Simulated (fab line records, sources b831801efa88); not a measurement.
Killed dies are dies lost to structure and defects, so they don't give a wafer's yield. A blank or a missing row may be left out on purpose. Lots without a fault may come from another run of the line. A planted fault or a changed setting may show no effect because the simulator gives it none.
Which tool did it? | flow gf180mcu | 12 lots, 36 wafers sampled, at 1 step of a route of 602

WHAT THE GAUGES READ, wafer by wafer
GF_V5_RS_MEAS_24: measures by four-point-probe. Usual: V5_W_RS 0.3267 ohm/sq, standard deviation 0.0027.
lot  | measured     | on            | V5_W_RS (ohm/sq)     | flag
L230 | day 27 06:05 | film_metro-01 | 0.3291 0.3264 0.3263 |
L233 | day 28 04:19 | film_metro-03 | 0.3247 0.3268 0.3276 |
L234 | day 28 09:23 | film_metro-02 | 0.3289 0.3284 0.3299 |
L238 | day 29 19:05 | film_metro-03 | 0.3218 0.3250 0.3266 |
L241 | day 30 18:09 | film_metro-03 | 0.3260 0.3272 0.3293 |
L245 | day 31 12:35 | film_metro-02 | 0.3245 0.3272 0.3253 |
L246 | day 31 23:53 | film_metro-03 | 0.3286 0.3263 0.3287 |
L247 | day 32 02:29 | film_metro-03 | 0.3281 0.3284 0.3272 |
L248 | day 32 10:49 | film_metro-01 | 0.3273 0.3280 0.3260 |
L249 | day 32 16:26 | film_metro-01 | 0.3228 0.3251 0.3250 |
L251 | day 33 02:37 | film_metro-01 | 0.3280 0.3282 0.3276 |
L253 | day 33 17:35 | film_metro-01 | 0.3267 0.3289 0.3263 |

WHICH TOOL RAN EACH LOT (tool, then ch and the chambers of the sampled wafers, then the start)
The record holds no process step before these readings.

WHAT THE TOOLS THEMSELVES READ (means of the sampled wafers that have a number; where no wafer has one, the mark that the record gives instead)
The record holds no such reading with a usual standard deviation.

THE ANSWER, worked out from the rows above alone
Rule: a lot is off if the mean of its wafers that have a number lies more than 3 standard deviations from the usual mean. A lot without any number at a reading at which 4 lots or more have one is off too. The other lots that the step has rows for count as sound. The gauges are gone through in route order, then the tools' own readings, and for those a lot's mean is taken as printed above. The first step at which some lot is off is used, and at that step the reading that is off furthest; a lot without a number counts as furthest.
No lot is off at any reading shown: from this, nothing can be told.

WHAT THE SIMULATOR HAD PUT IN
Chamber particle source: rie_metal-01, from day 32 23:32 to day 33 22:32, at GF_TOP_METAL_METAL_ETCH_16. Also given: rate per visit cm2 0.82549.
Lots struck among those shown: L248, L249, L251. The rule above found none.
